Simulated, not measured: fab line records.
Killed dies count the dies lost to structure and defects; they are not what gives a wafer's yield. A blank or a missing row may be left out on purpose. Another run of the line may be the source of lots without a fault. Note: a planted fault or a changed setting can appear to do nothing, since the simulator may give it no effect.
A struck lot beside a sound one + flow sky130 + 43 out of 708 route steps
Sound: the wafers L917.3, L917.4, L917.6. Wafers L919.1, L919.2, L919.5 were the ones struck. The cause is given at the end.
Order at every step that has rows: each side's tool, ch and its chambers, its first start. Under that, the readings that differ: sound wafers + struck wafers + difference of the means + sigmas: that difference in standard deviations of wafers without a fault.
alike: readings whose means differ by less than 2 such deviations, and words and numbers that are the same on both sides. not compared: withheld readings, readings that some wafer has no value for, bounds like >300 that may hide the same value, and numbers for which the record gives no deviation and whose values overlap.
Wherever a step has rows on one side only, a row that says differs or no value, or a row with sigmas, the two part there. Numbers that don't overlap but have no deviation are shown without sigmas and don't part them. A reading that every wafer of one side lacks parts them only if that side has two wafers or more.

first, 3 steps without rows for these wafers: SKY_LDD_N_EXPOSE_04 (exposes mask NTM, target cd 840 nm); SKY_LDD_N_PEB_05; SKY_LDD_N_DEVELOP_06 (develop time 60 s).
SKY_LDD_N_OVL_MEAS_07:
  struck on overlay-02, day 19 09:19; sound on overlay-02, day 18 05:29
  alike: LDD_N_OVL
then, 8 steps without rows for these wafers: SKY_LDD_N_IMPLANT_08; SKY_LDD_N_IMPLANT_09; SKY_LDD_N_IMPLANT_10; SKY_LDD_N_IMPLANT_11; SKY_LDD_N_IMPLANT_12; SKY_LDD_N_IMPLANT_13; SKY_LDD_N_IMPLANT_14; SKY_LDD_N_IMPLANT_15.
SKY_LDD_N_STRIP_16: strips in O2/N2.
  sound on plasma asher-04 ch 0,1, day 18 06:44; struck on plasma asher-04 ch 0,1, day 19 10:33
  alike: drypump motor current A, oes product au, strip time to endpoint s
  not compared: rf hours counter h
SKY_LDD_N_TW_MEAS_17:
  struck on film metro-02, day 19 10:39; sound on film metro-03, day 18 06:49
| reading  | sound          | struck         | difference | sigmas |
|----------|----------------|----------------|------------|--------|
| LDD_N_TW | 2638 2640 2632 | 2562 2562 2570 | -72        | -2     |
then, 7 steps without rows for these wafers: SKY_LDD_P_DEHYDRATE_00 (time 60 s); SKY_LDD_P_HMDS_01 (prime time 60 s); SKY_LDD_P_COAT_02 (resist thk 1140 nm); SKY_LDD_P_SOFTBAKE_03 (time 60 s); SKY_LDD_P_EXPOSE_04 (exposes mask PSDM, target cd 380 nm); SKY_LDD_P_PEB_05; SKY_LDD_P_DEVELOP_06 (develop time 60 s).
SKY_LDD_P_CD_MEAS_07: target cd 380 nm.
  struck on cd sem-02, day 20 17:47; sound on cd sem-02, day 19 13:10
  alike: cd nm
SKY_LDD_P_OVL_MEAS_08:
  struck on overlay-02, day 20 17:54; sound on overlay-01, day 19 13:16
  alike: LDD_P_OVL
after that, 1 step had no rows for these wafers: SKY_LDD_P_IMPLANT_09.
SKY_LDD_P_STRIP_10: strips in O2/N2.
  sound on plasma asher-03 ch 0,1, day 19 13:28; struck on plasma asher-03 ch 0,1, day 20 18:05
  alike: drypump motor current A, oes product au, strip time to endpoint s
  not compared: rf hours counter h
SKY_LDD_P_TW_MEAS_11:
  struck on film metro-04, day 20 18:11; sound on film metro-01, day 19 13:34
  alike: LDD_P_TW
then, 7 steps without rows for these wafers: SKY_LDD_HVN_DEHYDRATE_00 (time 60 s); SKY_LDD_HVN_HMDS_01 (prime time 60 s); SKY_LDD_HVN_COAT_02 (resist thk 300 nm); SKY_LDD_HVN_SOFTBAKE_03 (time 60 s); SKY_LDD_HVN_EXPOSE_04 (exposes mask HVNTM, target cd 700 nm); SKY_LDD_HVN_PEB_05; SKY_LDD_HVN_DEVELOP_06 (develop time 60 s).
SKY_LDD_HVN_OVL_MEAS_07:
  struck on overlay-01, day 22 00:38; sound on overlay-01, day 20 20:41
  alike: LDD_HVN_OVL
after that, 1 step had no rows for these wafers: SKY_LDD_HVN_IMPLANT_08.
SKY_LDD_HVN_STRIP_09: strips in O2/N2.
  sound on plasma asher-02 ch 0,1, day 20 20:54; struck on plasma asher-01 ch 0,1, day 22 00:49
  alike: drypump motor current A, oes product au, strip time to endpoint s
  not compared: rf hours counter h
SKY_LDD_HVN_TW_MEAS_10:
  struck on film metro-01, day 22 00:55; sound on film metro-02, day 20 20:59
| reading    | sound          | struck         | difference | sigmas |
|------------|----------------|----------------|------------|--------|
| LDD_HVN_TW | 1435 1437 1438 | 1457 1459 1452 | +19        | +2     |
then, 5 steps without rows for these wafers: SKY_LDD_HVP_DEHYDRATE_00 (time 60 s); SKY_LDD_HVP_HMDS_01 (prime time 60 s); SKY_LDD_HVP_COAT_02 (resist thk 300 nm); SKY_LDD_HVP_SOFTBAKE_03 (time 60 s); SKY_LDD_HVP_EXPOSE_04 (exposes mask HVPTM, target cd 700 nm).
-- here the record skips 25 days between the struck wafers' starts before and after, leaving off in module LDD_HVP and picking up in module PAD_OPEN (first step shown: number 708 of the route) --
SKY_PAD_OPEN_PROBE_99:
  the record has rows for the struck wafers here (prober-01, day 47 07:20) and none for the sound ones

## WHERE THEY PART
Last at SKY_PAD_OPEN_PROBE_99 as far as this record goes, first at SKY_LDD_N_TW_MEAS_17.

WHY: what the simulator had put in
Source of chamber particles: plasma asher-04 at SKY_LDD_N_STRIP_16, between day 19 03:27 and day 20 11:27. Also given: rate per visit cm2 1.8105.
